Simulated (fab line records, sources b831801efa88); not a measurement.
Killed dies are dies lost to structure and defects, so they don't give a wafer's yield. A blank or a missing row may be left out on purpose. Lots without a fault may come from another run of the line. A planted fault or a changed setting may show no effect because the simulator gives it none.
A struck lot beside a sound one | flow gf180mcu | 16 steps out of a route of 602
Sound: wafers L540.1, L540.3, L540.4. Struck: wafers L548.1, L548.4, L548.6. The cause comes at the end.
At each step with rows: each side's tool, then ch and its chambers, then its first start. Under that, the readings that differ: sound wafers | struck wafers | difference of the means | sigmas: that difference in standard deviations of wafers without a fault.
alike: readings whose means differ by less than 2 such deviations, and words and numbers that are the same on both sides. not compared: withheld readings, readings that some wafer has no value for, bounds like >300 that may hide the same value, and numbers for which the record gives no deviation and whose values overlap.
The two part at a step that has a row with sigmas, a row that says differs or no value, or rows on one side only. Numbers that don't overlap but have no deviation are shown without sigmas and don't part them. A reading that every wafer of one side lacks parts them only if that side has two wafers or more.

first, 6 steps without rows for these wafers: GF_M2_HMDS_08 (prime time 60 s); GF_M2_COAT_09 (resist thk 1000 nm); GF_M2_SOFTBAKE_10 (time 60 s); GF_M2_EXPOSE_11 (exposes mask Metal2, target cd 280 nm); GF_M2_PEB_12 (peb time 90 s); GF_M2_DEVELOP_13 (develop time 60 s).
GF_M2_CD_MEAS_14: target cd 280 nm.
  sound on cd_sem-02, day 22 18:38; struck on cd_sem-01, day 25 08:49
  alike: cd_nm
GF_M2_OVL_MEAS_15:
  sound on overlay-02, day 22 18:45; struck on overlay-02, day 25 08:56
  alike: M2_OVL
GF_M2_METAL_ETCH_16: etches the open film in Cl2/BCl3, stops on SiO2, target depth 627.5 nm, time 104.6 s.
  sound on rie_metal-04 ch 0,1, day 22 18:47; struck on rie_metal-04 ch 0,1, day 25 08:59
  alike: drypump_motor_current_A, oes_product_au, throttle_valve_pct
  not compared: rf_hours_counter_h
GF_M2_STRIP_17: strips in O2/N2.
  sound on plasma_asher-03 ch 0,1, day 22 18:53; struck on plasma_asher-03 ch 0,1, day 25 09:05
  alike: drypump_motor_current_A, heater_power_w, oes_product_au, strip_time_to_endpoint_s
  not compared: rf_hours_counter_h
then, 2 steps without rows for these wafers: GF_M2_STRIP_18 (strips in post etch residue remover, time 1200 s); GF_M2_CLEAN_19 (cleans in DIW).
GF_V2_CVD_00: deposits SiO2, target thk 600 nm, time 100 s.
  sound on hdpcvd-01 ch 0,1, day 22 19:26; struck on hdpcvd-01 ch 1,2, day 25 09:59
  reading                             | sound             | struck            | difference | sigmas
  sih4_flow_sccm (sccm)               | 59.64 59.68 59.99 | 71.80 72.07 72.07 | +12.21     | +61
  model.SiO2_of_V2_CVD_00.thk_nm (nm) | 599.5 593.5 601.5 | 710.1 712.1 718   | +115.2     |
GF_V2_THK_MEAS_01:
  sound on film_metro-03, day 22 19:32; struck on film_metro-01, day 25 10:03
  reading            | sound       | struck      | difference | sigmas
  V2_CVD_00_THK (nm) | 599 594 602 | 710 712 718 | +115       | +16
GF_V2_CVD_02: deposits SiO2 from TEOS, target thk 850 nm, time 94.851 s.
  sound on pecvd-03 ch 0,1,2, day 22 19:36; struck on pecvd-03 ch 0,1,2, day 25 10:07
  alike: heater_power_w
then, 1 step without rows for these wafers: GF_PASSIVATION_PROBE_99.

WHERE THEY PART
First at GF_V2_CVD_00; last, within this record, at GF_V2_THK_MEAS_01. Later steps at which nothing parts them and some readings are alike: GF_V2_CVD_02.

WHY: what the simulator had put in
Process parameter drift: hdpcvd-01, from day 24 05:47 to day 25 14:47, at GF_V2_CVD_00. Setting sih4_flow_sccm, moved by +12, from 60. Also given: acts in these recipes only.
